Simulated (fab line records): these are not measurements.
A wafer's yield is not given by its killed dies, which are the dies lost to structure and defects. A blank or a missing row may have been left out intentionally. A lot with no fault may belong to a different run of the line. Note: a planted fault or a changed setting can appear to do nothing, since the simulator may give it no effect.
Comparing a struck lot with a sound one    flow sky130    20 out of 708 route steps
Sound: these wafers, L838.2, L838.3, L838.4. Struck: wafers L851.2, L851.4, L851.6. Last of all comes the cause.
Each step with rows lists, per side, the tool, then ch with its chambers, then its first start. Under that, the readings that differ: sound wafers    struck wafers    difference of the means    sigmas: that difference in standard deviations of wafers without a fault.
alike: same words and numbers on both sides, and readings whose means sit less than 2 such deviations apart. not compared: any withheld reading, any reading some wafer has no value for, any bound like >300 that may hide the same value, and any number with overlapping values for which the record gives no deviation.
The two part at a step that has a row with sigmas, a row that says differs or no value, or rows on one side only. When numbers do not overlap yet have no deviation, they are printed without sigmas and do not part them. A reading that every wafer of one side lacks parts them only if that side has two wafers or more.

SKY_LDD_HVP_OVL_MEAS_07:
  sound: overlay-02 at day 21 07:09; struck: overlay-01 at day 26 20:15
  alike: LDD_HVP_OVL
following that, these wafers have no rows for 1 step: SKY_LDD_HVP_IMPLANT_08.
SKY_LDD_HVP_STRIP_09: strips in O2/N2.
  sound on plasmaAsher-01 ch 0,1, day 21 07:20; struck on plasmaAsher-01 ch 0, day 26 20:26
  alike: chamberPressureMTorr, drypumpMotorCurrentA, oesProductAu, stripTimeToEndpointS
  not compared: rfHoursCounterH
SKY_LDD_HVP_TW_MEAS_10:
  sound: filmMetro-02 at day 21 07:26; struck: filmMetro-01 at day 26 20:32
  alike: LDD_HVP_TW
then, 7 steps without rows for these wafers: SKY_LDD_LDN_DEHYDRATE_00 (time 60 s); SKY_LDD_LDN_HMDS_01 (prime time 60 s); SKY_LDD_LDN_COAT_02 (resist thk 1140 nm); SKY_LDD_LDN_SOFTBAKE_03 (time 60 s); SKY_LDD_LDN_EXPOSE_04 (exposes mask LDNTM, target cd 700 nm); SKY_LDD_LDN_PEB_05; SKY_LDD_LDN_DEVELOP_06 (develop time 60 s).
SKY_LDD_LDN_OVL_MEAS_07:
  sound: overlay-01 at day 22 15:33; struck: overlay-02 at day 28 01:21
reading           sound           struck       difference  sigmas
LDD_LDN_OVL (nm)  -1.5 -1.9 -1.4  0.9 2.0 2.6  +3.4        +2
SKY_LDD_LDN_IMPLANT_08:
  sound on implanter-01 ch 0, day 22 15:37; struck on implanter-03 ch 0, day 28 01:24
reading           sound                             struck                         difference  sigmas
doseIonsCm2       1.2475e+13 1.2492e+13 1.2486e+13  3.749e+12 3.735e+12 3.745e+12  -8.741e+12  -99 or more
faradayCurrentUA  73.9 71.3 69.4                    21.4 21.6 20.7                 -50.3       -34
then, 3 steps without rows for these wafers: SKY_LDD_LDN_IMPLANT_09; SKY_LDD_LDN_IMPLANT_10; SKY_LDD_LDN_IMPLANT_11.
SKY_LDD_LDN_STRIP_12: strips in O2/N2.
  sound on plasmaAsher-04 ch 0,1, day 22 16:13; struck on plasmaAsher-01 ch 0,1, day 28 01:59
  alike: chamberPressureMTorr, drypumpMotorCurrentA, oesProductAu, stripTimeToEndpointS
  not compared: rfHoursCounterH
SKY_LDD_LDN_TW_MEAS_13:
  sound: filmMetro-01 at day 22 16:20; struck: filmMetro-01 at day 28 02:05
reading     sound           struck          difference  sigmas
LDD_LDN_TW  1454 1461 1468  1369 1367 1375  -91         -6
then, 1 step without rows for these wafers: SKY_LDD_LDN_CLEAN_14 (cleans in SC1/SC2, time 150 s).
-- here the record skips 21 days between the struck wafers' starts before and after, leaving off in module LDD_LDN and picking up in module PAD_OPEN (first step shown: number 708 of the route) --
SKY_PAD_OPEN_PROBE_99:
  sound: prober-02 at day 45 12:40; struck: prober-01 at day 49 05:54
reading                       sound           struck          difference  sigmas
model.etest.tipSonos.rsOhmSq  2787 2814 2803  2896 2873 2896  +87         
  alike: killed_at_M0_to_M3, killed_at_M4_up, killedAtContacts, killedAtFrontEnd, killedAtOther, killedDies, killedOpen, killedShort

WHERE THEY PART
Earliest at SKY_LDD_LDN_OVL_MEAS_07; latest, in this record, at SKY_LDD_LDN_TW_MEAS_13. Later steps at which nothing parts them and some readings are alike: SKY_PAD_OPEN_PROBE_99.

WHY: whatever the simulator had introduced
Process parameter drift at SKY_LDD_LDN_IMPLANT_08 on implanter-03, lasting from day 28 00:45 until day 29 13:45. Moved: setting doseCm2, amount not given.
